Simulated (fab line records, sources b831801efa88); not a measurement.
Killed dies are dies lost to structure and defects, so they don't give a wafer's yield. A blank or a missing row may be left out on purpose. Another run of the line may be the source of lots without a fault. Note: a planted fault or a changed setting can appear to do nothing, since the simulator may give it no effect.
Which tool is to blame? ; flow sky130 ; 21 wafers from 7 lots sampled at 2 of the route's 708 steps

== WHAT EACH GAUGE READ, for each wafer ==
SKY_VT_ADJUST_LVTN_TW_MEAS_21.
lot;measured;on;VT_ADJUST_LVTN_2_TW
L388;day 8 05:19;film-metro-04;191.2 191.3 191.2
L391;day 9 23:55;film-metro-03;187.8 187.7 187.6
L394;day 10 09:48;film-metro-03;189.2 186.6 188.8
L396;day 11 01:41;film-metro-01;184.9 186.1 185.2
L402;day 12 06:39;film-metro-03;188.4 187.7 187.6
L406;day 13 16:31;film-metro-03;197.3 198.2 197.4 198.8 197.3 196.9
L407;day 14 00:15;film-metro-03;187.4 187.4 186.9

== EACH LOT AND THE TOOL THAT RAN IT (in order: tool; ch and the chambers of the sampled wafers; start) ==
lot;SKY_VT_ADJUST_LVTN_IMPLANT_19
L388;implanter-01 ch 0, day 8 05:06
L391;implanter-03 ch 0, day 9 23:42
L394;implanter-01 ch 0, day 10 09:33
L396;implanter-01 ch 0, day 11 01:26
L402;implanter-01 ch 0, day 12 06:24
L406;implanter-03 ch 0, day 13 16:17
L407;implanter-02 ch 0, day 14 00:01
- SKY_VT_ADJUST_LVTN_IMPLANT_19

== THE ANSWER, worked out from the rows above alone ==
Rule: the lots themselves supply what counts as usual. The widest of any qualifying gaps counts: lots, ordered by their means at a reading, are off when they make up no more than a third of the lots, leave a main group of 4 or more, and stand apart from it by 3 or more times the standard deviation of that group's means. A main group is skipped when, at the precision printed for the reading in the tables above, its means are all equal. Also off: a lot with no number at a reading for which 4 or more lots have one. Any other lot the step has rows for is counted as sound.
Off: at SKY_VT_ADJUST_LVTN_TW_MEAS_21 (VT_ADJUST_LVTN_2_TW), L406. The main group: mean 187.9, standard deviation 1.7.
If a tool, at a process step before that reading, ran all the lots that are off and no sound lot after the first of them, it fits. Those tools and the gauges at SKY_VT_ADJUST_LVTN_TW_MEAS_21 are tried in the same way. One fits: implanter-03 at SKY_VT_ADJUST_LVTN_IMPLANT_19. A fault onset in the window from L391 (day 9 23:42, its last sound lot) to L406 (day 13 16:17, its first lot off) fits.

== WHAT THE SIMULATOR PUT IN ==
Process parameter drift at SKY_VT_ADJUST_LVTN_IMPLANT_19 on implanter-03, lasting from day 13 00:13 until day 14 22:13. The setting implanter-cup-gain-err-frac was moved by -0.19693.
Shown lots that were struck: L406. The rule above found the same.
